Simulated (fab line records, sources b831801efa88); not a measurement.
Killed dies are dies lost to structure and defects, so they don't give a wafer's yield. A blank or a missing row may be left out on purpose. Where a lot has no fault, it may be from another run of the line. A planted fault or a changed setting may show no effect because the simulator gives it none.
Matching of chambers || flow sky130 || SKY_CAPM_CVD_00 on pecvd-02 has 3 sister chambers
The step deposits SiO2, target thk 15.5 nm. 6 wafers are shown with their chamber, then 10 later ones without.

== EACH WAFER AND ITS CHAMBER ==
{"wafer": "L088.4", "chamber": 0, "heater-power-w (W)": 733}
{"wafer": "L090.1", "chamber": 2, "heater-power-w (W)": 760}
{"wafer": "L090.4", "chamber": 2, "heater-power-w (W)": 780}
{"wafer": "L090.5", "chamber": 0, "heater-power-w (W)": 670}
{"wafer": "L093.2", "chamber": 1, "heater-power-w (W)": 673}
{"wafer": "L093.3", "chamber": 1, "heater-power-w (W)": 658}

== WAFERS MISSING THEIR CHAMBER ==
{"wafer": "L093.6", "heater-power-w (W)": 638}
{"wafer": "L094.1", "heater-power-w (W)": 699}
{"wafer": "L094.2", "heater-power-w (W)": 708}
{"wafer": "L094.3", "heater-power-w (W)": 704}
{"wafer": "L095.1", "heater-power-w (W)": 725}
{"wafer": "L095.4", "heater-power-w (W)": 679}
{"wafer": "L095.5", "heater-power-w (W)": 717}
{"wafer": "L096.2", "heater-power-w (W)": 836}
{"wafer": "L096.3", "heater-power-w (W)": 821}
{"wafer": "L096.4", "heater-power-w (W)": 602}

== THE CHAMBER EACH PASSED THROUGH ==
{"wafer": "L093.6", "from the rows above": "can't be placed: 1 or 0", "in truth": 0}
{"wafer": "L094.1", "from the rows above": "can't be placed: 0 or 1", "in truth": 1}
{"wafer": "L094.2", "from the rows above": "can't be placed: 0 or 1", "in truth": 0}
{"wafer": "L094.3", "from the rows above": "can't be placed: 0 or 1", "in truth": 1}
{"wafer": "L095.1", "from the rows above": "can't be placed: 0 or 2 or 1", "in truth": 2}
{"wafer": "L095.4", "from the rows above": "can't be placed: 1 or 0", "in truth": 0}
{"wafer": "L095.5", "from the rows above": "can't be placed: 0 or 1 or 2", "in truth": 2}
{"wafer": "L096.2", "from the rows above": 2, "in truth": 2}
{"wafer": "L096.3", "from the rows above": 2, "in truth": 2}
{"wafer": "L096.4", "from the rows above": "can't be placed: 1 or 0", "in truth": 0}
Correctly placed: 2 of 10. Can't be placed from these rows: 8 (the true chamber is among the candidates in 8). Wrongly placed: 0.
How it was worked out, from the rows above alone: a wafer's distance from a chamber is the root of the sum, over the readings, of the square of ((its reading less the chamber's mean) divided by the reading's scatter). If the next closest chamber is less than 2 further off than the closest, the wafer can't be placed; otherwise it belongs to the closest. A chamber's mean is the mean of its shown wafers. The scatter is the square root of a quotient: the sum, over the shown wafers, of each reading's squared deviation from its chamber's mean, divided by wafers minus chambers.
